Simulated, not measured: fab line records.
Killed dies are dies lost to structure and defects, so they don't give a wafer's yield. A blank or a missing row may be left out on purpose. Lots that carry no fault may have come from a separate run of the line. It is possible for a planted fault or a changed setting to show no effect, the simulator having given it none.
Matching of chambers	flow sky130	4 sister chambers for SKY_FIELD_ISO_WET_ETCH_29 on wet bench-04
The step etches Si3N4 in H3PO4, target depth 160 nm, time 1825 s. 14 wafers are shown with their chamber, then 7 later ones without.

WAFERS, EACH WITH ITS CHAMBER
wafer	chamber	bath guard temp C (C)	bath heat duty pct (%)
L924.1	2	160.1	25.3
L924.5	2	160.1	25.1
L924.6	2	160.6	25.7
L925.2	1	159.9	25.6
L925.5	1	159.6	24.8
L925.6	1	159.8	24.9
L929.1	3	159.7	24.1
L929.3	3	160.1	23.9
L929.4	3	159.6	25.4
L930.2	0	159.2	28.0
L930.3	0	159.1	26.7
L930.4	0	159.2	27.8
L931.2	2	160.2	22.8
L931.4	2	160.2	23.8

SIGNATURES (means of the wafers above)
reading	chamber 0	chamber 1	chamber 2	chamber 3	scatter within a chamber
bath guard temp C	159.167	159.767	160.240	159.800	0.191
bath heat duty pct	27.500	25.100	24.540	24.467	0.922
Rule: distance of a wafer from a chamber = root of the sum over the readings of ((wafer's reading minus chamber's mean) / reading's scatter) squared. The wafer belongs to the nearest chamber; if the next one is less than 2 further off, it can't be placed. The scatter is the square root of a quotient: the sum, over the shown wafers, of each reading's squared deviation from its chamber's mean, divided by wafers minus chambers.

WAFERS MISSING THEIR CHAMBER
wafer	bath guard temp C (C)	bath heat duty pct (%)
L931.6	160.3	23.5
L933.2	159.4	25.7
L933.3	159.6	25.4
L933.5	159.5	27.0
L946.2	160.2	24.5
L946.3	160.5	24.8
L946.5	160.5	25.7

THE CHAMBER EACH PASSED THROUGH
wafer	from the rows above	in truth
L931.6	can't be placed: 2 or 3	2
L933.2	can't be placed: 1 or 0 or 3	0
L933.3	can't be placed: 1 or 3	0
L933.5	can't be placed: 0 or 1 or 3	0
L946.2	can't be placed: 2 or 3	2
L946.3	2	2
L946.5	2	2
2 of 7 placed correctly. Cannot be placed on the basis of these rows: 5; the candidates contain the true chamber in 4. 0 placed wrongly.
